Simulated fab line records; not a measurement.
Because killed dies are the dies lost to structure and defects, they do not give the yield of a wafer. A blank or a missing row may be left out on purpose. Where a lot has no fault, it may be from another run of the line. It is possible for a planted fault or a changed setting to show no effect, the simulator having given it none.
What tool caused it? :: flow sfq-line :: 42 wafers from 14 lots sampled at 4 of the route's 325 steps

== WHAT THE GAUGES SHOWED, per wafer ==
The record lacks any reading of a measuring or inspecting step that a usual standard deviation could be used to judge.

== EACH LOT AND THE TOOL THAT RAN IT (in order: tool; ch and the chambers of the sampled wafers; start) ==
lot: L269
SFQ_TRILAYER_I0_VIA_ETCH_VIA_ETCH_034: rie-diel-01 ch 1,3, day 10 23:52
SFQ_TRILAYER_I2_VIA_STRIP_STRIP_071: rie-metal-04 ch 0,1, day 20 22:44
SFQ_TRILAYER_M3_ETCH_METAL_ETCH_078: rie-metal-04 ch 0,1, day 27 18:15
SFQ_TRILAYER_I3_VIA_BARC_OPEN_VIA_ETCH_121: rie-diel-01 ch 1,3, day 34 19:24

lot: L271
SFQ_TRILAYER_I0_VIA_ETCH_VIA_ETCH_034: rie-diel-04 ch 1,2, day 16 16:35
SFQ_TRILAYER_I2_VIA_STRIP_STRIP_071: rie-metal-01 ch 0,1, day 26 10:18
SFQ_TRILAYER_M3_ETCH_METAL_ETCH_078: rie-metal-01 ch 0,1, day 32 19:42
SFQ_TRILAYER_I3_VIA_BARC_OPEN_VIA_ETCH_121: rie-diel-02 ch 1,2, day 35 01:10

lot: L272
SFQ_TRILAYER_I0_VIA_ETCH_VIA_ETCH_034: rie-diel-03 ch 2,3, day 17 02:13
SFQ_TRILAYER_I2_VIA_STRIP_STRIP_071: rie-metal-03 ch 0,1, day 30 01:34
SFQ_TRILAYER_M3_ETCH_METAL_ETCH_078: rie-metal-02 ch 0,1, day 35 23:32
SFQ_TRILAYER_I3_VIA_BARC_OPEN_VIA_ETCH_121: rie-diel-02 ch 1,2,3, day 36 20:18

lot: L273
SFQ_TRILAYER_I0_VIA_ETCH_VIA_ETCH_034: rie-diel-01 ch 2,3, day 17 13:01
SFQ_TRILAYER_I2_VIA_STRIP_STRIP_071: rie-metal-01 ch 0,1, day 30 17:32
SFQ_TRILAYER_M3_ETCH_METAL_ETCH_078: rie-metal-04 ch 0,1, day 36 10:38
SFQ_TRILAYER_I3_VIA_BARC_OPEN_VIA_ETCH_121: rie-diel-01 ch 2,3, day 37 03:02

lot: L275
SFQ_TRILAYER_I0_VIA_ETCH_VIA_ETCH_034: rie-diel-01 ch 0,1, day 18 07:01
SFQ_TRILAYER_I2_VIA_STRIP_STRIP_071: rie-metal-01 ch 0,1, day 31 13:21
SFQ_TRILAYER_M3_ETCH_METAL_ETCH_078: rie-metal-02 ch 0,1, day 37 08:04
SFQ_TRILAYER_I3_VIA_BARC_OPEN_VIA_ETCH_121: rie-diel-01 ch 1,3, day 37 21:07

lot: L277
SFQ_TRILAYER_I0_VIA_ETCH_VIA_ETCH_034: rie-diel-04 ch 0,1,2, day 19 04:37
SFQ_TRILAYER_I2_VIA_STRIP_STRIP_071: rie-metal-01 ch 0,1, day 38 14:09
SFQ_TRILAYER_M3_ETCH_METAL_ETCH_078: rie-metal-04 ch 0,1, day 39 03:30
SFQ_TRILAYER_I3_VIA_BARC_OPEN_VIA_ETCH_121: rie-diel-02 ch 0,2,3, day 40 01:04

lot: L279
SFQ_TRILAYER_I0_VIA_ETCH_VIA_ETCH_034: rie-diel-03 ch 1,3, day 19 21:25
SFQ_TRILAYER_I2_VIA_STRIP_STRIP_071: rie-metal-01 ch 0,1, day 39 06:34
SFQ_TRILAYER_M3_ETCH_METAL_ETCH_078: rie-metal-01 ch 1, day 39 22:43
SFQ_TRILAYER_I3_VIA_BARC_OPEN_VIA_ETCH_121: rie-diel-04 ch 1,2, day 40 10:57

lot: L280
SFQ_TRILAYER_I0_VIA_ETCH_VIA_ETCH_034: rie-diel-01 ch 0,2,3, day 20 20:01
SFQ_TRILAYER_I2_VIA_STRIP_STRIP_071: rie-metal-03 ch 0,1, day 41 00:34
SFQ_TRILAYER_M3_ETCH_METAL_ETCH_078: rie-metal-02 ch 1, day 41 11:04
SFQ_TRILAYER_I3_VIA_BARC_OPEN_VIA_ETCH_121: rie-diel-04 ch 0,1,2, day 42 01:38

lot: L281
SFQ_TRILAYER_I0_VIA_ETCH_VIA_ETCH_034: rie-diel-01 ch 0,2,3, day 21 04:25
SFQ_TRILAYER_I2_VIA_STRIP_STRIP_071: rie-metal-01 ch 0, day 41 05:22
SFQ_TRILAYER_M3_ETCH_METAL_ETCH_078: rie-metal-01 ch 1, day 47 01:25
SFQ_TRILAYER_I3_VIA_BARC_OPEN_VIA_ETCH_121: rie-diel-04 ch 0,1,3, day 48 04:57

lot: L282
SFQ_TRILAYER_I0_VIA_ETCH_VIA_ETCH_034: rie-diel-03 ch 2,3, day 21 10:25
SFQ_TRILAYER_I2_VIA_STRIP_STRIP_071: rie-metal-04 ch 0,1, day 41 07:46
SFQ_TRILAYER_M3_ETCH_METAL_ETCH_078: rie-metal-01 ch 0,1, day 47 03:49
SFQ_TRILAYER_I3_VIA_BARC_OPEN_VIA_ETCH_121: rie-diel-02 ch 0,1,2, day 48 08:33

lot: L283
SFQ_TRILAYER_I0_VIA_ETCH_VIA_ETCH_034: rie-diel-01 ch 0,1, day 21 14:01
SFQ_TRILAYER_I2_VIA_STRIP_STRIP_071: rie-metal-04 ch 0,1, day 41 10:10
SFQ_TRILAYER_M3_ETCH_METAL_ETCH_078: rie-metal-04 ch 0,1, day 47 05:01
SFQ_TRILAYER_I3_VIA_BARC_OPEN_VIA_ETCH_121: rie-diel-04 ch 1,3, day 48 10:57

lot: L285
SFQ_TRILAYER_I0_VIA_ETCH_VIA_ETCH_034: rie-diel-04 ch 0,2,3, day 21 18:49
SFQ_TRILAYER_I2_VIA_STRIP_STRIP_071: rie-metal-03 ch 0,1, day 42 01:34
SFQ_TRILAYER_M3_ETCH_METAL_ETCH_078: rie-metal-02 ch 0,1, day 47 19:25
SFQ_TRILAYER_I3_VIA_BARC_OPEN_VIA_ETCH_121: rie-diel-04 ch 1,2,3, day 48 14:33

lot: L287
SFQ_TRILAYER_I0_VIA_ETCH_VIA_ETCH_034: rie-diel-03 ch 0,2,3, day 22 00:49
SFQ_TRILAYER_I2_VIA_STRIP_STRIP_071: rie-metal-04 ch 0,1, day 47 00:18
SFQ_TRILAYER_M3_ETCH_METAL_ETCH_078: rie-metal-02 ch 0,1, day 48 00:13
SFQ_TRILAYER_I3_VIA_BARC_OPEN_VIA_ETCH_121: rie-diel-01 ch 0,3, day 48 20:21

lot: L288
SFQ_TRILAYER_I0_VIA_ETCH_VIA_ETCH_034: rie-diel-04 ch 0,1,2, day 22 04:25
SFQ_TRILAYER_I2_VIA_STRIP_STRIP_071: rie-metal-03 ch 0,1, day 47 02:42
SFQ_TRILAYER_M3_ETCH_METAL_ETCH_078: rie-metal-02 ch 0,1, day 48 01:25
SFQ_TRILAYER_I3_VIA_BARC_OPEN_VIA_ETCH_121: rie-diel-02 ch 0,1,2, day 48 22:45
- SFQ_TRILAYER_I0_VIA_ETCH_VIA_ETCH_034: etches SiO2 in CHF3, stops on Nb, target depth 260 nm.
- SFQ_TRILAYER_I2_VIA_STRIP_STRIP_071: strips in O2.
- SFQ_TRILAYER_M3_ETCH_METAL_ETCH_078: etches Nb in Cl2/Ar, stops on SiO2, target depth 240 nm, time 120 s.
- SFQ_TRILAYER_I3_VIA_BARC_OPEN_VIA_ETCH_121: etches BARC in O2, target depth 125 nm, time 41.7 s.

== WHAT THE TOOLS THEMSELVES READ (means of the sampled wafers that have a number; where no wafer has one, the mark that the record gives instead) ==
SFQ_TRILAYER_I0_VIA_ETCH_VIA_ETCH_034. Usual: bias-w 80.00 W, standard deviation 0.24; drypump-motor-current-A 6.0 A, standard deviation 0.39; oes-product-au 0.864 a.u., standard deviation 0.0051.
lot: L269
tool: rie-diel-01
bias-w (W): 80.05
drypump-motor-current-A (A): 6.0
oes-product-au (a.u.): 0.864
flag: 

lot: L271
tool: rie-diel-04
bias-w (W): 80.21
drypump-motor-current-A (A): 5.6
oes-product-au (a.u.): 0.857
flag: 

lot: L272
tool: rie-diel-03
bias-w (W): 79.85
drypump-motor-current-A (A): 6.1
oes-product-au (a.u.): 0.861
flag: 

lot: L273
tool: rie-diel-01
bias-w (W): 79.86
drypump-motor-current-A (A): 5.7
oes-product-au (a.u.): 0.862
flag: 

lot: L275
tool: rie-diel-01
bias-w (W): 79.74
drypump-motor-current-A (A): 6.6
oes-product-au (a.u.): 0.857
flag: 

lot: L277
tool: rie-diel-04
bias-w (W): 79.76
drypump-motor-current-A (A): 5.9
oes-product-au (a.u.): 0.863
flag: 

lot: L279
tool: rie-diel-03
bias-w (W): 80.05
drypump-motor-current-A (A): 6.3
oes-product-au (a.u.): 0.864
flag: 

lot: L280
tool: rie-diel-01
bias-w (W): 80.05
drypump-motor-current-A (A): 6.0
oes-product-au (a.u.): 0.865
flag: 

lot: L281
tool: rie-diel-01
bias-w (W): 80.13
drypump-motor-current-A (A): 6.0
oes-product-au (a.u.): 0.871
flag: 

lot: L282
tool: rie-diel-03
bias-w (W): 80.20
drypump-motor-current-A (A): 6.0
oes-product-au (a.u.): 0.867
flag: 

lot: L283
tool: rie-diel-01
bias-w (W): 80.01
drypump-motor-current-A (A): 6.6
oes-product-au (a.u.): 0.864
flag: 

lot: L285
tool: rie-diel-04
bias-w (W): 79.91
drypump-motor-current-A (A): 6.0
oes-product-au (a.u.): 0.869
flag: 

lot: L287
tool: rie-diel-03
bias-w (W): 80.22
drypump-motor-current-A (A): 6.1
oes-product-au (a.u.): 0.865
flag: 

lot: L288
tool: rie-diel-04
bias-w (W): 79.75
drypump-motor-current-A (A): 5.9
oes-product-au (a.u.): 0.864
flag: 

SFQ_TRILAYER_I2_VIA_STRIP_STRIP_071. Usual: drypump-motor-current-A 5.8 A, standard deviation 0.59; oes-product-au 0.999 a.u., standard deviation 0.0073.
lot: L269
tool: rie-metal-04
drypump-motor-current-A (A): 5.1
oes-product-au (a.u.): 1.005
flag: 

lot: L271
tool: rie-metal-01
drypump-motor-current-A (A): 5.9
oes-product-au (a.u.): 1.005
flag: 

lot: L272
tool: rie-metal-03
drypump-motor-current-A (A): 6.3
oes-product-au (a.u.): 0.996
flag: 

lot: L273
tool: rie-metal-01
drypump-motor-current-A (A): 5.6
oes-product-au (a.u.): 1.003
flag: 

lot: L275
tool: rie-metal-01
drypump-motor-current-A (A): 5.9
oes-product-au (a.u.): 0.992
flag: 

lot: L277
tool: rie-metal-01
drypump-motor-current-A (A): 5.9
oes-product-au (a.u.): 0.995
flag: 

lot: L279
tool: rie-metal-01
drypump-motor-current-A (A): 5.9
oes-product-au (a.u.): 0.994
flag: 

lot: L280
tool: rie-metal-03
drypump-motor-current-A (A): 6.3
oes-product-au (a.u.): 0.998
flag: 

lot: L281
tool: rie-metal-01
drypump-motor-current-A (A): 5.3
oes-product-au (a.u.): 0.996
flag: 

lot: L282
tool: rie-metal-04
drypump-motor-current-A (A): 5.1
oes-product-au (a.u.): 0.995
flag: 

lot: L283
tool: rie-metal-04
drypump-motor-current-A (A): 5.4
oes-product-au (a.u.): 1.001
flag: 

lot: L285
tool: rie-metal-03
drypump-motor-current-A (A): 6.4
oes-product-au (a.u.): 1.013
flag: 

lot: L287
tool: rie-metal-04
drypump-motor-current-A (A): 5.1
oes-product-au (a.u.): 1.009
flag: 

lot: L288
tool: rie-metal-03
drypump-motor-current-A (A): 6.3
oes-product-au (a.u.): 0.990
flag: 

SFQ_TRILAYER_M3_ETCH_METAL_ETCH_078. Usual: bias-w 79.99 W, standard deviation 0.21; drypump-motor-current-A 5.6 A, standard deviation 0.51; oes-product-au 0.906 a.u., standard deviation 0.0064.
lot: L269
tool: rie-metal-04
bias-w (W): 79.88
drypump-motor-current-A (A): 5.1
oes-product-au (a.u.): 0.898
flag: 

lot: L271
tool: rie-metal-01
bias-w (W): 79.82
drypump-motor-current-A (A): 5.9
oes-product-au (a.u.): 0.906
flag: 

lot: L272
tool: rie-metal-02
bias-w (W): 80.05
drypump-motor-current-A (A): 5.8
oes-product-au (a.u.): 0.915
flag: 

lot: L273
tool: rie-metal-04
bias-w (W): 80.23
drypump-motor-current-A (A): 5.4
oes-product-au (a.u.): 0.907
flag: 

lot: L275
tool: rie-metal-02
bias-w (W): 80.18
drypump-motor-current-A (A): 5.5
oes-product-au (a.u.): 0.910
flag: 

lot: L277
tool: rie-metal-04
bias-w (W): 79.98
drypump-motor-current-A (A): 5.4
oes-product-au (a.u.): 0.907
flag: 

lot: L279
tool: rie-metal-01
bias-w (W): 79.93
drypump-motor-current-A (A): 6.2
oes-product-au (a.u.): 0.907
flag: 

lot: L280
tool: rie-metal-02
bias-w (W): 79.98
drypump-motor-current-A (A): 5.2
oes-product-au (a.u.): 0.907
flag: 

lot: L281
tool: rie-metal-01
bias-w (W): 80.05
drypump-motor-current-A (A): 6.2
oes-product-au (a.u.): 0.910
flag: 

lot: L282
tool: rie-metal-01
bias-w (W): 79.85
drypump-motor-current-A (A): 5.6
oes-product-au (a.u.): 0.892
flag: 

lot: L283
tool: rie-metal-04
bias-w (W): 80.09
drypump-motor-current-A (A): 5.1
oes-product-au (a.u.): 0.912
flag: 

lot: L285
tool: rie-metal-02
bias-w (W): 80.20
drypump-motor-current-A (A): 5.5
oes-product-au (a.u.): 0.906
flag: 

lot: L287
tool: rie-metal-02
bias-w (W): 79.97
drypump-motor-current-A (A): 5.5
oes-product-au (a.u.): 0.904
flag: 

lot: L288
tool: rie-metal-02
bias-w (W): 79.80
drypump-motor-current-A (A): 5.8
oes-product-au (a.u.): 0.912
flag: 

SFQ_TRILAYER_I3_VIA_BARC_OPEN_VIA_ETCH_121. Usual: bias-w 80.01 W, standard deviation 0.24; drypump-motor-current-A 5.9 A, standard deviation 0.47; oes-product-au 0.686 a.u., standard deviation 0.0043.
lot: L269
tool: rie-diel-01
bias-w (W): 80.35
drypump-motor-current-A (A): 6.2
oes-product-au (a.u.): 0.686
flag: 

lot: L271
tool: rie-diel-02
bias-w (W): 79.90
drypump-motor-current-A (A): 5.5
oes-product-au (a.u.): 0.683
flag: 

lot: L272
tool: rie-diel-02
bias-w (W): 80.07
drypump-motor-current-A (A): 5.7
oes-product-au (a.u.): 0.687
flag: 

lot: L273
tool: rie-diel-01
bias-w (W): 80.26
drypump-motor-current-A (A): 5.6
oes-product-au (a.u.): 0.688
flag: 

lot: L275
tool: rie-diel-01
bias-w (W): 79.67
drypump-motor-current-A (A): 6.0
oes-product-au (a.u.): 0.687
flag: 

lot: L277
tool: rie-diel-02
bias-w (W): 80.03
drypump-motor-current-A (A): 5.5
oes-product-au (a.u.): 0.688
flag: 

lot: L279
tool: rie-diel-04
bias-w (W): 79.85
drypump-motor-current-A (A): 5.7
oes-product-au (a.u.): 0.688
flag: 

lot: L280
tool: rie-diel-04
bias-w (W): 80.07
drypump-motor-current-A (A): 5.8
oes-product-au (a.u.): 0.684
flag: 

lot: L281
tool: rie-diel-04
bias-w (W): 79.85
drypump-motor-current-A (A): 5.8
oes-product-au (a.u.): 0.686
flag: 

lot: L282
tool: rie-diel-02
bias-w (W): 80.03
drypump-motor-current-A (A): 5.8
oes-product-au (a.u.): 0.683
flag: 

lot: L283
tool: rie-diel-04
bias-w (W): 68.48
drypump-motor-current-A (A): 5.6
oes-product-au (a.u.): 0.683
flag: OFF

lot: L285
tool: rie-diel-04
bias-w (W): 74.22
drypump-motor-current-A (A): 5.8
oes-product-au (a.u.): 0.686
flag: OFF

lot: L287
tool: rie-diel-01
bias-w (W): 79.89
drypump-motor-current-A (A): 6.5
oes-product-au (a.u.): 0.685
flag: 

lot: L288
tool: rie-diel-02
bias-w (W): 79.91
drypump-motor-current-A (A): 5.8
oes-product-au (a.u.): 0.687
flag: 

== THE ANSWER, worked out from the rows above alone ==
Rule: a lot is off if the mean of its wafers that have a number lies more than 3 standard deviations from the usual mean. A lot without any number at a reading at which 4 lots or more have one is off too. Any other lot the step has rows for is counted as sound. First the gauges in route order, then the tools' own readings, where a lot's mean is used as printed above. The first step at which some lot is off is used, and at that step the reading that is off furthest; a lot without a number counts as furthest.
Off, at SFQ_TRILAYER_I3_VIA_BARC_OPEN_VIA_ETCH_121 on bias-w: L283, L285.
A tool fits if, at that step or a process step before it, it ran every lot that is off, and no sound lot after the first of them. One candidate fits, namely rie-diel-04 at SFQ_TRILAYER_I3_VIA_BARC_OPEN_VIA_ETCH_121. A fault onset in the window from L281 (day 48 04:57, its last sound lot) to L283 (day 48 10:57, its first lot off) fits.
The tool's own readings at SFQ_TRILAYER_I3_VIA_BARC_OPEN_VIA_ETCH_121 bear it out: on the lots that are off they differ by more than 5 times the standard deviation of the sound lots' means. bias-w reads 71.35 W there against 79.99 W on the sound lots.

== WHAT HAD BEEN PUT IN BY THE SIMULATOR ==
rie-diel-04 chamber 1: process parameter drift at SFQ_TRILAYER_I3_VIA_BARC_OPEN_VIA_ETCH_121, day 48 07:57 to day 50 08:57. Setting bias-w, moved by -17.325, from 80. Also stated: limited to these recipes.
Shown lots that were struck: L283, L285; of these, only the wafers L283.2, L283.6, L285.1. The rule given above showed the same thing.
